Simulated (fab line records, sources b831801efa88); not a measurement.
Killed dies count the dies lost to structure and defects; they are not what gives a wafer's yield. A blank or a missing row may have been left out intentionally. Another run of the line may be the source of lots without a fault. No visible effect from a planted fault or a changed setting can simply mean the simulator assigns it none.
fab line records ; flow sky130
[record] lots = 5; wafers = 15; last_day = 50
route steps=708 shown LDD_HVP@281 LDD_LDN@289 PAD_OPEN@708
lots that met no fault: taken from a fault-free run of the same line
start_h: hours from the record's opening day to when the first of the lot's shown wafers began ; wait_h: hours elapsed since this lot's preceding step ; " repeats the value in the row above ; L1.1+2: a row that stands for several wafers ; - no value, or no start given ; * or withheld: withheld ; < > ~ a bound
route shown NAME@n: names a module that has steps shown in the file, with the first one's number in the route ; usual: average and standard deviation across the fault-free wafers ; same: alike in all rows ; chamber/n: place in a boat ; sites: per-site readings ; _std_site: the standard deviation of these ; _edge_site: inner sites' mean taken away from outer sites' mean ; radius_mm: for every site, how far away it sits from the centre of the wafer ; mask NAME#n: copy n ; behind: tool/chamber where the wafer was last shaped ; hold: why the lot went on hold/how many hours it stayed there/how the hold came to an end ; device: the transistor (n, p or np) that didn't switch ; end of line: the route-end tests of the same wafers ; a step with no rows: only its recipe ; killed: at the first sort, the dies lost to defects and structure; wafer yield is something else ; map: shows each die of a wafer: x if killed, . if not, _ if none is there
set.NAME: the setting that was run; set.NAME@STEP: the one run at that earlier step ; model.NAME: the simulator's own value behind a step, which no gauge read
lots at some steps of the route; a table a step, a row a wafer
services: a tool's chamber out of use, with start hour (start_h, from the record's first day; less than 0 if before it), hours out, and reason
[[steps]]
[step SKY_LDD_HVP_SOFTBAKE_03]
[recipe] temp_c = 90; time_s = 60; resist = NOVOLAK
[step SKY_LDD_HVP_EXPOSE_04]
[recipe] mask_id = HVPTM; na = 0.6; source_shape = conventional; sigma_outer = 0.6; polarization = unpolarized; target_cd_nm = 700; dose_mj = 86
[step SKY_LDD_HVP_PEB_05]
[recipe] temp_c = withheld; time_s = *; resist = NOVOLAK
[step SKY_LDD_HVP_DEVELOP_06]
[recipe] resist = NOVOLAK; developer = TMAH; develop_time_s = 60; dev_temp_c = 23
[step SKY_LDD_HVP_OVL_MEAS_07]
[usual] LDD_HVP_OVL = -0.1/1.2
lot.wafer;tool;chamber;start_h;wait_h;LDD_HVP_OVL[nm]
L983.2;overlay-02;-;592.09;0.1;1.8
L983.4;overlay-02;-;592.09;0.1;-0.2
L983.5;overlay-02;-;592.09;0.1;0.1
L984.2;overlay-01;-;600.49;0.1;1.0
L984.4;overlay-01;-;600.49;0.1;1.6
L984.5;overlay-01;-;600.49;0.1;0.5
L986.4;overlay-02;-;608.10;0.1;2.0
L986.5;overlay-02;-;608.10;0.1;0.0
L986.6;overlay-02;-;608.10;0.1;-0.9
L991.3;overlay-01;-;649.85;0.1;-1.4
L991.4;overlay-01;-;649.85;0.1;0.2
L991.6;overlay-01;-;649.85;0.1;-0.3
L996.2;overlay-02;-;682.25;0.1;0.8
L996.3;overlay-02;-;682.25;0.1;0.0
L996.5;overlay-02;-;682.25;0.1;0.3
[step SKY_LDD_HVP_IMPLANT_08]
[recipe] species = B; energy_kev = 20; dose_cm2 = 1.7e+13; tilt_deg = 17.9
[step SKY_LDD_HVP_STRIP_09]
[recipe] chemistry = O2/N2; power_w = 1400; pressure_mtorr = 1500; platen_temp_c = withheld; o2_flow_sccm = 3000; n2_flow_sccm = 300; overash_fraction = 0.5
[usual] drypump_motor_current_A = 5.7/0.32; oes_product_au = 0.409/0.0043; strip_time_to_endpoint_s = 4.139/0.017
lot.wafer;tool;chamber;start_h;wait_h;drypump_motor_current_A;oes_product_au;rf_hours_counter_h;strip_time_to_endpoint_s
L983.2;plasma_asher-04;0;592.27;0.1;5.5;0.410;50;4.137
L983.4;plasma_asher-04;1;592.27;0.1;5.5;0.410;-;4.161
L983.5;plasma_asher-04;1;592.27;0.1;5.5;0.411;-;4.153
L984.2;plasma_asher-04;0;600.67;0.1;5.6;0.416;51;4.136
L984.4;plasma_asher-04;1;600.67;0.1;5.5;0.403;-;4.136
L984.5;plasma_asher-04;0;600.67;0.1;5.5;0.417;-;4.130
L986.4;plasma_asher-01;0;608.31;0.1;5.9;0.415;-;4.105
L986.5;plasma_asher-01;1;608.31;0.1;5.4;0.413;-;4.126
L986.6;plasma_asher-01;0;608.31;0.1;5.9;0.408;-;4.111
L991.3;plasma_asher-04;0;650.06;0.1;5.6;0.414;-;4.149
L991.4;plasma_asher-04;1;650.06;0.1;5.5;0.408;-;4.148
L991.6;plasma_asher-04;0;650.06;0.1;5.6;0.414;-;4.128
L996.2;plasma_asher-01;0;682.43;0.1;5.9;0.407;97;4.148
L996.3;plasma_asher-01;1;682.43;0.1;5.4;0.409;-;4.139
L996.5;plasma_asher-01;1;682.43;0.1;5.3;0.411;-;4.156
[step SKY_LDD_HVP_TW_MEAS_10]
[usual] LDD_HVP_TW = 455.5/2.7
lot.wafer;tool;chamber;start_h;wait_h;LDD_HVP_TW
L983.2;film_metro-02;-;592.38;0.1;454.9
L983.4;film_metro-02;-;592.38;0.1;455.5
L983.5;film_metro-02;-;592.38;0.1;454.2
L984.2;film_metro-03;-;600.78;0.1;455.9
L984.4;film_metro-03;-;600.78;0.1;461.2
L984.5;film_metro-03;-;600.78;0.1;457.4
L986.4;film_metro-04;-;608.41;0.1;455.1
L986.5;film_metro-04;-;608.41;0.1;458.1
L986.6;film_metro-04;-;608.41;0.1;459.1
L991.3;film_metro-03;-;650.14;0.1;458.0
L991.4;film_metro-03;-;650.14;0.1;456.6
L991.6;film_metro-03;-;650.14;0.1;454.4
L996.2;film_metro-04;-;682.54;0.1;454.1
L996.3;film_metro-04;-;682.54;0.1;455.2
L996.5;film_metro-04;-;682.54;0.1;453.5
[step SKY_LDD_LDN_DEHYDRATE_00]
[recipe] temp_c = 200; time_s = 60
[step SKY_LDD_LDN_HMDS_01]
[recipe] prime_time_s = 60; prime_temp_c = 120
[step SKY_LDD_LDN_COAT_02]
[recipe] resist = NOVOLAK; spin_rpm = 3000; resist_thk_nm = 1140
[step SKY_LDD_LDN_SOFTBAKE_03]
[recipe] temp_c = 90; time_s = 60; resist = NOVOLAK
[step SKY_LDD_LDN_EXPOSE_04]
[recipe] mask_id = LDNTM; na = 0.6; source_shape = conventional; sigma_outer = 0.6; polarization = unpolarized; target_cd_nm = 700; dose_mj = 140
[usual] focus_offset_nm = 0.0/0.55
lot.wafer;tool;chamber;start_h;wait_h;mask;focus_offset_nm
L983.2;iline_stepper-01;0;606.96;-;LDNTM#0;-0.2
L983.4;iline_stepper-01;0;606.96;-;LDNTM#0;-0.5
L983.5;iline_stepper-01;0;606.96;-;LDNTM#0;0.3
L984.2;iline_stepper-02;0;615.53;-;LDNTM#0;-0.3
L984.4;iline_stepper-02;0;615.53;-;LDNTM#0;-0.2
L984.5;iline_stepper-02;0;615.53;-;LDNTM#0;-0.2
L986.4;iline_stepper-01;0;623.07;-;PSDM#0;0.3
L986.5;iline_stepper-01;0;623.07;-;PSDM#0;0.5
L986.6;iline_stepper-01;0;623.07;-;PSDM#0;0.1
L991.3;iline_stepper-01;0;664.90;-;LDNTM#0;-0.2
L991.4;iline_stepper-01;0;664.90;-;LDNTM#0;-0.5
L991.6;iline_stepper-01;0;664.90;-;LDNTM#0;0.2
L996.2;iline_stepper-02;0;697.11;-;LDNTM#0;0.1
L996.3;iline_stepper-02;0;697.11;-;LDNTM#0;0.0
L996.5;iline_stepper-02;0;697.11;-;LDNTM#0;-0.9
[step SKY_LDD_LDN_PEB_05]
[recipe] temp_c = withheld; time_s = *; resist = NOVOLAK
[step SKY_LDD_LDN_DEVELOP_06]
[recipe] resist = NOVOLAK; developer = TMAH; develop_time_s = 60; dev_temp_c = 23
[step SKY_LDD_LDN_OVL_MEAS_07]
[usual] LDD_LDN_OVL = -0.5/1.5
lot.wafer;tool;chamber;start_h;wait_h;LDD_LDN_OVL[nm]
L983.2;overlay-01;-;620.80;0.1;-1.4
L983.4;overlay-01;-;620.80;0.1;-3.1
L983.5;overlay-01;-;620.80;0.1;-2.0
L984.2;overlay-02;-;629.19;0.1;-0.3
L984.4;overlay-02;-;629.19;0.1;0.0
L984.5;overlay-02;-;629.19;0.1;-0.5
L986.4;overlay-01;-;638.01;0.1;-
L986.5;overlay-01;-;638.01;0.1;-
L986.6;overlay-01;-;638.01;0.1;-
L991.3;overlay-02;-;678.53;0.1;1.3
L991.4;overlay-02;-;678.53;0.1;0.6
L991.6;overlay-02;-;678.53;0.1;-0.8
L996.2;overlay-02;-;710.33;0.1;1.9
L996.3;overlay-02;-;710.33;0.1;-1.0
L996.5;overlay-02;-;710.33;0.1;0.1
[step SKY_LDD_LDN_IMPLANT_08]
[recipe] species = As; energy_kev = 15; dose_cm2 = 1.25e+13; tilt_deg = withheld; rotation_deg = 23
[step SKY_LDD_LDN_IMPLANT_09]
[recipe] species = As; energy_kev = 15; dose_cm2 = 1.25e+13; tilt_deg = withheld; rotation_deg = 113
[step SKY_LDD_LDN_IMPLANT_10]
[recipe] species = As; energy_kev = 15; dose_cm2 = 1.25e+13; tilt_deg = withheld; rotation_deg = 203
[step SKY_LDD_LDN_IMPLANT_11]
[recipe] species = As; energy_kev = 15; dose_cm2 = 1.25e+13; tilt_deg = withheld; rotation_deg = 293
[step SKY_LDD_LDN_STRIP_12]
[recipe] chemistry = O2/N2; power_w = 1400; pressure_mtorr = 1500; platen_temp_c = withheld; o2_flow_sccm = 3000; n2_flow_sccm = 300; overash_fraction = 0.5
[usual] drypump_motor_current_A = 5.4/0.31; oes_product_au = 0.715/0.0044; strip_time_to_endpoint_s = 14.17/0.042
lot.wafer;tool;chamber;start_h;wait_h;drypump_motor_current_A;oes_product_au;rf_hours_counter_h;strip_time_to_endpoint_s
L983.2;plasma_asher-01;1;621.43;0.1;5.4;0.716;91;14.17
L983.4;plasma_asher-01;1;621.43;0.1;5.4;0.720;-;14.19
L983.5;plasma_asher-01;1;621.43;0.1;5.3;0.718;-;14.17
L984.2;plasma_asher-01;0;629.82;0.1;5.9;0.720;92;14.19
L984.4;plasma_asher-01;1;629.82;0.1;5.3;0.707;-;14.24
L984.5;plasma_asher-01;1;629.82;0.1;5.4;0.719;-;14.18
L986.4;plasma_asher-01;1;638.66;0.1;5.4;0.722;-;14.15
L986.5;plasma_asher-01;1;638.66;0.1;5.4;0.712;-;14.18
L986.6;plasma_asher-01;0;638.66;0.1;5.9;0.713;-;14.17
L991.3;plasma_asher-04;1;679.19;0.1;5.5;0.713;-;14.18
L991.4;plasma_asher-04;0;679.19;0.1;5.6;0.722;-;14.21
L991.6;plasma_asher-04;0;679.19;0.1;5.6;0.711;-;14.11
L996.2;plasma_asher-04;0;710.96;0.1;5.6;0.713;61;14.23
L996.3;plasma_asher-04;1;710.96;0.1;5.5;0.714;-;14.22
L996.5;plasma_asher-04;1;710.96;0.1;5.5;0.721;-;14.26
[step SKY_LDD_LDN_TW_MEAS_13]
[usual] LDD_LDN_TW = 1472/5.7
lot.wafer;tool;chamber;start_h;wait_h;LDD_LDN_TW
L983.2;film_metro-02;-;621.54;0.1;1467
L983.4;film_metro-02;-;621.54;0.1;1465
L983.5;film_metro-02;-;621.54;0.1;1463
L984.2;film_metro-01;-;629.93;0.1;1472
L984.4;film_metro-01;-;629.93;0.1;1468
L984.5;film_metro-01;-;629.93;0.1;1468
L986.4;film_metro-02;-;638.76;0.1;30
L986.5;film_metro-02;-;638.76;0.1;30
L986.6;film_metro-02;-;638.76;0.1;30
L991.3;film_metro-02;-;679.28;0.1;1464
L991.4;film_metro-02;-;679.28;0.1;1468
L991.6;film_metro-02;-;679.28;0.1;1469
L996.2;film_metro-04;-;711.07;0.1;1467
L996.3;film_metro-04;-;711.07;0.1;1475
L996.5;film_metro-04;-;711.07;0.1;1469
[step SKY_LDD_LDN_CLEAN_14]
[recipe] chemistry = SC1/SC2; mix = 1:4:20; temp_c = 70; time_s = 150; dry = n2_spin
[step SKY_PAD_OPEN_PROBE_99]
[usual] killed_at_M0_to_M3 = 44/7.8; killed_at_M4_up = 3.1/1.7; killed_at_contacts = 25/5.1; killed_at_front_end = 15/4.4; killed_at_other = 0.5/0.68; killed_dies = 88/9.9; killed_on_rim = 17/3.9; killed_open = 48/6.9; killed_short = 39/6.5
[same] gross_dies = 492; killed_at_back_side = 0
lot.wafer;tool;chamber;start_h;wait_h;killed_at_M0_to_M3;killed_at_M4_up;killed_at_contacts;killed_at_front_end;killed_at_other;killed_dies;killed_on_rim;killed_open;killed_short;model.etest.pfet_01v8.r_on_ohm_um;model.etest.pfet_g5v0d10v5.r_on_ohm_um;model.etest.pfet_01v8.drive_ua_um;model.etest.pfet_01v8_hvt.drive_ua_um;model.etest.sram_pfet_latch.drive_ua_um;model.etest.pfet_01v8_mvt.drive_ua_um;model.etest.pfet_01v8_lvt.drive_ua_um;model.etest.res_pdiff.line_ohm_um
L983.2;prober-02;-;1142.37;0.1;38;5;27;18;2;90;15;49;40;2902;4788;192.2;143;141.2;151.7;175.4;1356
L983.4;prober-02;-;1142.47;0.2;46;4;29;11;0;90;14;54;35;2895;4777;189.9;141.9;145.3;151.7;174.5;1374
L983.5;prober-02;-;1142.52;0.2;28;4;32;18;0;82;11;48;34;2942;4734;190.2;142.7;140.4;151.1;172.8;1348
L984.2;prober-02;-;1145.57;0.1;59;1;19;7;1;87;27;48;39;2839;4746;199.1;147.4;141.1;156.9;174.5;1384
L984.4;prober-02;-;1145.67;0.2;33;2;22;7;1;65;10;35;29;2850;4806;196.3;148.1;149.1;155.6;174.4;1361
L984.5;prober-02;-;1145.72;0.2;38;1;20;17;0;76;12;45;31;2808;4766;199.7;150;152.6;157.8;176.6;1372
L986.4;prober-01;-;1149.07;0.2;42;7;26;417;0;492;96;48;45;8808;4927;61.46;39.47;39.63;70.52;103.1;1434
L986.5;prober-01;-;1149.12;0.2;41;3;38;409;1;492;96;60;31;1.192e+04;4917;46;27.76;28.78;58.36;88.08;1424
L986.6;prober-01;-;1149.17;0.2;43;2;27;420;0;492;96;43;48;7450;4873;72.33;48.85;47.9;80.54;114.5;1416
L991.3;prober-02;-;1177.27;0.2;31;3;28;7;0;69;11;38;31;2944;4815;187.3;139.1;137;147.3;170.8;1376
L991.4;prober-02;-;1177.32;0.2;38;2;33;14;0;87;16;48;39;2960;4885;188;139.8;140.4;149.3;173.2;1358
L991.6;prober-02;-;1177.42;0.2;38;2;27;12;0;79;16;42;37;2958;4806;187.1;137.9;138.1;148.5;171.7;1361
L996.2;prober-02;-;1196.07;0.1;42;5;22;12;1;82;14;48;34;3084;4834;180.4;132.4;132.5;145;169.6;1375
L996.3;prober-02;-;1196.12;0.2;45;3;16;20;0;84;16;44;39;3027;4800;184.8;136.5;138.8;145.9;171.2;1424
L996.5;prober-02;-;1196.22;0.2;45;10;24;13;1;93;17;48;44;2972;4742;186.5;138.2;138.2;147.6;173.3;1383
// killed by level:class
L983.2 CONTACT:geometric_particle:open=15 VIA1:geometric_particle:open=9 METAL1:geometric_particle:short=8 FIELD_ISO:geometric_particle:open=7 LI_CONTACT:geometric_particle:open=5 POLY_GATE:geometric_particle:short=4 VIA2:geometric_particle:open=4 CONTACT:geometric_particle:short=4
L983.4 LI_CONTACT:geometric_particle:open=12 CONTACT:geometric_particle:open=9 VIA1:geometric_particle:open=7 METAL1:geometric_particle:short=7 VIA3:geometric_particle:open=7 VIA2:geometric_particle:open=6 METAL2:geometric_particle:short=6 CONTACT:geometric_particle:short=4
L983.5 CONTACT:geometric_particle:open=10 VIA1:geometric_particle:open=10 CONTACT:geometric_particle:short=8 FIELD_ISO:geometric_particle:open=7 LI_CONTACT:geometric_particle:open=6 LOCAL_INTERCONNECT:geometric_particle:short=6 FIELD_ISO:geometric_particle:short=5 VIA1:geometric_particle:short=4
L984.2 VIA1:geometric_particle:open=15 VIA3:geometric_particle:open=12 METAL1:geometric_particle:short=8 CONTACT:geometric_particle:open=8 VIA1:geometric_particle:short=6 METAL2:geometric_particle:short=5 LI_CONTACT:geometric_particle:open=4 CONTACT:geometric_particle:short=4
L984.4 CONTACT:geometric_particle:open=7 VIA1:geometric_particle:open=7 LI_CONTACT:geometric_particle:open=6 METAL2:geometric_particle:short=5 VIA1:geometric_particle:short=4 VIA3:geometric_particle:open=4 LI_CONTACT:geometric_particle:short=3 CONTACT:geometric_particle:short=3
L984.5 VIA1:geometric_particle:open=10 CONTACT:geometric_particle:open=8 FIELD_ISO:geometric_particle:open=7 VIA3:geometric_particle:open=7 VIA2:geometric_particle:open=5 METAL2:geometric_particle:short=5 CONTACT:geometric_particle:short=4 VIA1:geometric_particle:short=4
L986.4 LDD_LDN:area_expose=399 VIA1:geometric_particle:open=13 CONTACT:geometric_particle:open=9 METAL2:geometric_particle:short=7 CONTACT:geometric_particle:short=6 FIELD_ISO:geometric_particle:short=5 METAL4:geometric_particle:short=5 LI_CONTACT:geometric_particle:open=5
L986.5 LDD_LDN:area_expose=399 VIA1:geometric_particle:open=15 LI_CONTACT:geometric_particle:open=14 CONTACT:geometric_particle:open=13 LOCAL_INTERCONNECT:geometric_particle:short=7 VIA2:geometric_particle:open=5 METAL2:geometric_particle:short=5 FIELD_ISO:geometric_particle:short=4
L986.6 LDD_LDN:area_expose=400 VIA1:geometric_particle:open=11 CONTACT:geometric_particle:open=8 LI_CONTACT:geometric_particle:open=7 FIELD_ISO:geometric_particle:open=6 CONTACT:geometric_particle:short=6 METAL3:geometric_particle:short=6 FIELD_ISO:geometric_particle:short=5
L991.3 LI_CONTACT:geometric_particle:open=11 METAL2:geometric_particle:short=7 VIA1:geometric_particle:open=7 LOCAL_INTERCONNECT:geometric_particle:short=6 CONTACT:geometric_particle:open=6 LI_CONTACT:geometric_particle:short=4 METAL1:geometric_particle:short=3 VIA2:geometric_particle:open=3
L991.4 LI_CONTACT:geometric_particle:open=11 VIA1:geometric_particle:open=11 LOCAL_INTERCONNECT:geometric_particle:short=8 CONTACT:geometric_particle:open=8 METAL2:geometric_particle:short=7 VIA1:geometric_particle:short=5 VIA2:geometric_particle:open=5 FIELD_ISO:geometric_particle:open=3
L991.6 VIA2:geometric_particle:open=11 LI_CONTACT:geometric_particle:open=8 CONTACT:geometric_particle:open=7 VIA1:geometric_particle:open=7 CONTACT:geometric_particle:short=6 VIA1:geometric_particle:short=5 VIA3:geometric_particle:short=4 LI_CONTACT:geometric_particle:short=4
L996.2 VIA1:geometric_particle:open=10 VIA2:geometric_particle:open=10 LI_CONTACT:geometric_particle:open=8 CONTACT:geometric_particle:open=7 VIA3:geometric_particle:open=5 VIA1:geometric_particle:short=5 FIELD_ISO:geometric_particle:open=4 POLY_GATE:geometric_particle:short=4
L996.3 VIA1:geometric_particle:short=8 VIA2:geometric_particle:open=7 VIA1:geometric_particle:open=7 METAL2:geometric_particle:short=7 FIELD_ISO:geometric_particle:short=5 POLY_GATE:geometric_particle:open=5 LI_CONTACT:geometric_particle:open=5 CONTACT:geometric_particle:open=5
L996.5 VIA1:geometric_particle:open=11 METAL2:geometric_particle:short=8 METAL4:geometric_particle:short=8 CONTACT:geometric_particle:short=7 CONTACT:geometric_particle:open=7 VIA3:geometric_particle:open=7 VIA2:geometric_particle:open=6 LI_CONTACT:geometric_particle:open=5
// map L986.4 (x killed, . not)
__________xxxxxxxxxx_________
________xxxxxxxxxxxxxx_______
______xxxxxxxxxxxxxxxxxx_____
_____xxxxxxxxxxxxxxxxxxxx____
____xxxxxxxxxxxxxxxxxxxxxx___
___xxxxxxxxxxxxxxxxxxxxxxxx__
__xxxxxxxxxxxxxxxxxxxxxxxxxx_
_xxxxxxxxxxxxxxxxxxxxxxxxxxxx
_xxxxxxxxxxxxxxxxxxxxxxxxxxxx
_xxxxxxxxxxxxxxxxxxxxxxxxxxxx
_xxxxxxxxxxxxxxxxxxxxxxxxxxxx
_xxxxxxxxxxxxxxxxxxxxxxxxxxxx
_xxxxxxxxxxxxxxxxxxxxxxxxxxxx
_xxxxxxxxxxxxxxxxxxxxxxxxxxxx
_xxxxxxxxxxxxxxxxxxxxxxxxxxxx
__xxxxxxxxxxxxxxxxxxxxxxxxxx_
___xxxxxxxxxxxxxxxxxxxxxxxx__
____xxxxxxxxxxxxxxxxxxxxxx___
_____xxxxxxxxxxxxxxxxxxxx____
______xxxxxxxxxxxxxxxxxx_____
________xxxxxxxxxxxxxx_______
__________xxxxxxxxxx_________
// map L983.2 (x killed, . not)
__________.x..x....._________
________..x....xx....x_______
______........x.x....x.x_____
_____..x.x....x..x......x____
____.x........x.........x.___
___...x.x.....x......x...x.__
__.................x.x......_
_...xx.x.xxx...xx.....xx.x...
_....x.....x.x...............
_......x..x.....x..........x.
_...x....x..x....x...........
_....x.............xxx.......
_.x.xx...xxxxx......x........
_.............x...........x..
_..x.x...x...............x...
__x....x.x.xx....x...x..x..._
___.x.x.........x..x...x...__
____.....x................___
_____....x.x...........x.____
______......x...x......._____
________.x.xx...x....._______
__________x........._________
[[services]]
tool;chamber;start_h;hours;kind
iline_stepper-01;0;575.34;-;calibration
plasma_asher-01;-;615.63;0.5;repair
plasma_asher-04;-;664.30;10.0;repair
iline_stepper-01;-;667.41;8.9;pm
plasma_asher-04;-;696.76;2.3;repair
iline_stepper-01;-;702.12;1.7;pm
[[key]]
[first_sign] step = SKY_LDD_LDN_EXPOSE_04; reading = mask; direction = changed
[effect] step = SKY_LDD_LDN_OVL_MEAS_07; reading = LDD_LDN_OVL; direction = missing
[effect] step = SKY_LDD_LDN_TW_MEAS_13; reading = LDD_LDN_TW; direction = down; sigmas = 99+; usual = 1472; struck = 30
[effect] step = SKY_PAD_OPEN_PROBE_99; reading = killed_at_front_end; direction = up; sigmas = 90; usual = 15; struck = 415
[model_effect] step = SKY_PAD_OPEN_PROBE_99; value = etest.pfet_01v8.r_on_ohm_um; without = 2870; struck = 9391
[more_kills_born_at] SKY_LDD_LDN_EXPOSE_04@iline_stepper-01 = 1198
met_at SKY_LDD_LDN_EXPOSE_04
struck_wafers L986.4,L986.5,L986.6
tester_left_out L986
onset_between 606.96 623.07
[fault] kind = wrong_mask; tool = any; chamber = -; onset_h = 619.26; steps = SKY_LDD_LDN_EXPOSE_04; aux_copy = PSDM#0; scope = struck_lots_only
// tester_left_out: of these lots the tester's yield and bins aren't shown, on N5 and GAA mostly nor the transistor test; their killed dies are dies lost to structure and defects alone, not to doping, threshold or leakage, so they don't give the yield
